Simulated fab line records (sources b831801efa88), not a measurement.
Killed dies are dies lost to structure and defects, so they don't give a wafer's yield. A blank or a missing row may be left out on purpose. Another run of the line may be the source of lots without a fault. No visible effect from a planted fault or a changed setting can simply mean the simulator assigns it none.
What tool caused it? / flow sky130 / 11 lots with 33 wafers sampled at 4 steps, on a route of 708 steps

## WHAT EACH GAUGE READ, for each wafer
SKY_VIA4_OVL_MEAS_11.
lot=L926; measured=day 43 09:18; on=overlay-01; VIA4_OVL (nm)=-1.4 -1.6 -2.4
lot=L929; measured=day 44 16:08; on=overlay-02; VIA4_OVL (nm)=-0.2 0.3 0.4
lot=L931; measured=day 44 16:48; on=overlay-01; VIA4_OVL (nm)=1.6 1.2 -0.2
lot=L936; measured=day 46 11:32; on=overlay-01; VIA4_OVL (nm)=-0.6 -1.0 -0.5
lot=L940; measured=day 47 10:52; on=overlay-01; VIA4_OVL (nm)=-2.1 -1.1 -0.4
lot=L942; measured=day 47 15:06; on=overlay-01; VIA4_OVL (nm)=0.6 1.1 1.8
lot=L943; measured=day 47 18:59; on=overlay-01; VIA4_OVL (nm)=-2.0 -1.7 -1.4
lot=L944; measured=day 48 02:53; on=overlay-02; VIA4_OVL (nm)=1.8 -0.9 0.0
lot=L946; measured=day 48 09:49; on=overlay-02; VIA4_OVL (nm)=0.4 -0.6 0.9
lot=L947; measured=day 48 16:21; on=overlay-02; VIA4_OVL (nm)=0.0 0.4 2.0
lot=L948; measured=day 48 18:46; on=overlay-02; VIA4_OVL (nm)=-0.2 -1.2 -1.4

## WHICH TOOL RAN EACH LOT (tool, then ch and the chambers of the sampled wafers, then the start)
lot=L926; SKY_METAL4_ETCH_16=rie-metal-03 ch 0,1, day 42 08:11; SKY_METAL4_ETCH_17=rie-diel-02 ch 0,3, day 42 08:16; SKY_VIA4_SOFTBAKE_07=litho-track-04 ch 0, day 42 21:41
lot=L929; SKY_METAL4_ETCH_16=rie-metal-04 ch 0,1, day 43 16:10; SKY_METAL4_ETCH_17=rie-diel-02 ch 0,1, day 43 16:15; SKY_VIA4_SOFTBAKE_07=litho-track-02 ch 0, day 44 04:35
lot=L931; SKY_METAL4_ETCH_16=rie-metal-02 ch 0,1, day 43 17:04; SKY_METAL4_ETCH_17=rie-diel-02 ch 2,3, day 43 17:07; SKY_VIA4_SOFTBAKE_07=litho-track-02 ch 0, day 44 06:08
lot=L936; SKY_METAL4_ETCH_16=rie-metal-02 ch 0,1, day 45 13:44; SKY_METAL4_ETCH_17=rie-diel-04 ch 0,3, day 45 13:49; SKY_VIA4_SOFTBAKE_07=litho-track-01 ch 0, day 46 00:38
lot=L940; SKY_METAL4_ETCH_16=rie-metal-03 ch 0,1, day 46 12:43; SKY_METAL4_ETCH_17=rie-diel-01 ch 1,2, day 46 12:48; SKY_VIA4_SOFTBAKE_07=litho-track-02 ch 0, day 47 00:17
lot=L942; SKY_METAL4_ETCH_16=rie-metal-04 ch 0,1, day 46 17:26; SKY_METAL4_ETCH_17=rie-diel-01 ch 0,1,3, day 46 17:30; SKY_VIA4_SOFTBAKE_07=litho-track-02 ch 0, day 47 05:05
lot=L943; SKY_METAL4_ETCH_16=rie-metal-03 ch 0,1, day 46 21:11; SKY_METAL4_ETCH_17=rie-diel-02 ch 1,3, day 46 21:16; SKY_VIA4_SOFTBAKE_07=litho-track-02 ch 0, day 47 09:11
lot=L944; SKY_METAL4_ETCH_16=rie-metal-03 ch 0,1, day 47 05:38; SKY_METAL4_ETCH_17=rie-diel-01 ch 1,2, day 47 05:43; SKY_VIA4_SOFTBAKE_07=litho-track-01 ch 0, day 47 17:05
lot=L946; SKY_METAL4_ETCH_16=rie-metal-02 ch 0,1, day 47 12:52; SKY_METAL4_ETCH_17=rie-diel-01 ch 2,3, day 47 12:57; SKY_VIA4_SOFTBAKE_07=litho-track-04 ch 0, day 47 23:52
lot=L947; SKY_METAL4_ETCH_16=rie-metal-03 ch 1, day 47 19:37; SKY_METAL4_ETCH_17=rie-diel-02 ch 0,1, day 47 19:42; SKY_VIA4_SOFTBAKE_07=litho-track-04 ch 0, day 48 07:02
lot=L948; SKY_METAL4_ETCH_16=rie-metal-04 ch 0,1, day 47 22:02; SKY_METAL4_ETCH_17=rie-diel-01 ch 1,2,3, day 47 22:07; SKY_VIA4_SOFTBAKE_07=litho-track-04 ch 0, day 48 09:22
- SKY_METAL4_ETCH_16: etches BARC in N2/H2, stops on SiO2, time 88.2 s, target depth 60 nm.
- SKY_METAL4_ETCH_17: etches SiO2 in C4F8/O2/Ar, stops on TiN, time 3.9 s, target depth 15 nm.
- SKY_VIA4_SOFTBAKE_07: time 60 s.

## AS READ BY THE TOOLS THEMSELVES (means over the sampled wafers that have a number; for cases with no such wafer, the mark the record gives instead)
SKY_METAL4_ETCH_16.
lot=L926; tool=rie-metal-03; chamber-pressure-mTorr (mTorr)=30.007; drypump-motor-current-A (A)=6.5; oes-product-au (a.u.)=0.624; throttle-valve-pct (%)=13.211
lot=L929; tool=rie-metal-04; chamber-pressure-mTorr (mTorr)=30.004; drypump-motor-current-A (A)=6.0; oes-product-au (a.u.)=0.628; throttle-valve-pct (%)=13.205
lot=L931; tool=rie-metal-02; chamber-pressure-mTorr (mTorr)=29.974; drypump-motor-current-A (A)=5.3; oes-product-au (a.u.)=0.629; throttle-valve-pct (%)=13.204
lot=L936; tool=rie-metal-02; chamber-pressure-mTorr (mTorr)=29.996; drypump-motor-current-A (A)=5.3; oes-product-au (a.u.)=0.627; throttle-valve-pct (%)=13.202
lot=L940; tool=rie-metal-03; chamber-pressure-mTorr (mTorr)=30.029; drypump-motor-current-A (A)=6.5; oes-product-au (a.u.)=0.625; throttle-valve-pct (%)=13.209
lot=L942; tool=rie-metal-04; chamber-pressure-mTorr (mTorr)=29.985; drypump-motor-current-A (A)=6.0; oes-product-au (a.u.)=0.623; throttle-valve-pct (%)=13.192
lot=L943; tool=rie-metal-03; chamber-pressure-mTorr (mTorr)=30.032; drypump-motor-current-A (A)=6.5; oes-product-au (a.u.)=0.626; throttle-valve-pct (%)=13.201
lot=L944; tool=rie-metal-03; chamber-pressure-mTorr (mTorr)=29.966; drypump-motor-current-A (A)=6.5; oes-product-au (a.u.)=0.627; throttle-valve-pct (%)=13.208
lot=L946; tool=rie-metal-02; chamber-pressure-mTorr (mTorr)=29.975; drypump-motor-current-A (A)=5.3; oes-product-au (a.u.)=0.628; throttle-valve-pct (%)=13.200
lot=L947; tool=rie-metal-03; chamber-pressure-mTorr (mTorr)=29.996; drypump-motor-current-A (A)=6.7; oes-product-au (a.u.)=0.623; throttle-valve-pct (%)=13.201
lot=L948; tool=rie-metal-04; chamber-pressure-mTorr (mTorr)=29.988; drypump-motor-current-A (A)=5.9; oes-product-au (a.u.)=0.625; throttle-valve-pct (%)=13.211

SKY_METAL4_ETCH_17.
lot=L926; tool=rie-diel-02; chamber-pressure-mTorr (mTorr)=40.03; oes-product-au (a.u.)=0.756
lot=L929; tool=rie-diel-02; chamber-pressure-mTorr (mTorr)=40.01; oes-product-au (a.u.)=0.748
lot=L931; tool=rie-diel-02; chamber-pressure-mTorr (mTorr)=40.00; oes-product-au (a.u.)=0.761
lot=L936; tool=rie-diel-04; chamber-pressure-mTorr (mTorr)=40.02; oes-product-au (a.u.)=0.744
lot=L940; tool=rie-diel-01; chamber-pressure-mTorr (mTorr)=39.99; oes-product-au (a.u.)=0.755
lot=L942; tool=rie-diel-01; chamber-pressure-mTorr (mTorr)=40.00; oes-product-au (a.u.)=0.762
lot=L943; tool=rie-diel-02; chamber-pressure-mTorr (mTorr)=39.98; oes-product-au (a.u.)=0.759
lot=L944; tool=rie-diel-01; chamber-pressure-mTorr (mTorr)=40.00; oes-product-au (a.u.)=0.748
lot=L946; tool=rie-diel-01; chamber-pressure-mTorr (mTorr)=40.02; oes-product-au (a.u.)=0.759
lot=L947; tool=rie-diel-02; chamber-pressure-mTorr (mTorr)=39.98; oes-product-au (a.u.)=0.759
lot=L948; tool=rie-diel-01; chamber-pressure-mTorr (mTorr)=40.01; oes-product-au (a.u.)=0.755

SKY_VIA4_SOFTBAKE_07.
lot=L926; tool=litho-track-04; exhaust-pa (Pa)=45.3; plate-temp-C (C)=90.01; run-length-s (s)=88.93
lot=L929; tool=litho-track-02; exhaust-pa (Pa)=43.8; plate-temp-C (C)=90.00; run-length-s (s)=89.05
lot=L931; tool=litho-track-02; exhaust-pa (Pa)=46.5; plate-temp-C (C)=89.95; run-length-s (s)=89.05
lot=L936; tool=litho-track-01; exhaust-pa (Pa)=44.9; plate-temp-C (C)=89.92; run-length-s (s)=88.96
lot=L940; tool=litho-track-02; exhaust-pa (Pa)=45.1; plate-temp-C (C)=90.09; run-length-s (s)=89.08
lot=L942; tool=litho-track-02; exhaust-pa (Pa)=44.3; plate-temp-C (C)=90.07; run-length-s (s)=105.01
lot=L943; tool=litho-track-02; exhaust-pa (Pa)=44.3; plate-temp-C (C)=89.92; run-length-s (s)=104.93
lot=L944; tool=litho-track-01; exhaust-pa (Pa)=45.1; plate-temp-C (C)=90.11; run-length-s (s)=88.99
lot=L946; tool=litho-track-04; exhaust-pa (Pa)=44.6; plate-temp-C (C)=90.07; run-length-s (s)=89.11
lot=L947; tool=litho-track-04; exhaust-pa (Pa)=44.7; plate-temp-C (C)=89.97; run-length-s (s)=88.97
lot=L948; tool=litho-track-04; exhaust-pa (Pa)=45.1; plate-temp-C (C)=90.04; run-length-s (s)=89.07

## THE ANSWER, worked out from the rows above alone
Rule: what is usual is taken from the lots themselves. The widest of any qualifying gaps counts: lots, ordered by their means at a reading, are off when they make up no more than a third of the lots, leave a main group of 4 or more, and stand apart from it by 3 or more times the standard deviation of that group's means. Not used: any main group whose means are identical at the precision the tables above print for the reading. A lot without any number at a reading at which 4 lots or more have one is off too. Where the step has rows for the other lots, those lots are counted as sound. Order of review: gauges by route order, followed by the tools' own readings, for which a lot's mean as printed above is used. At the first step where some lot is off, the reading lying furthest off is the one used; lots without a number count as furthest.
Off: L942, L943 (SKY_VIA4_SOFTBAKE_07, run-length-s). Mean 89.02 s and standard deviation 0.059 in the main group.
If a tool, at that step or one of the process steps before it, ran each lot that is off and ran no sound lot following the first of them, it fits. One fits: SKY_VIA4_SOFTBAKE_07 on litho-track-02. Its last sound lot is L940 (day 47 00:17), its first lot that is off L942 (day 47 05:05): a fault that began between those two fits.
The tool's own readings at SKY_VIA4_SOFTBAKE_07 bear it out: on the lots that are off they differ by more than 5 times the standard deviation of the sound lots' means. run-length-s reads 104.97 s there against 89.02 s on the sound lots.

## WHAT THE SIMULATOR PUT IN
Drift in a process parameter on litho-track-02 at SKY_VIA4_SOFTBAKE_07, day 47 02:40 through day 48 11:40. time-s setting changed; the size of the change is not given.
Struck lots among those shown: L942, L943. This agrees with what the rule above found.
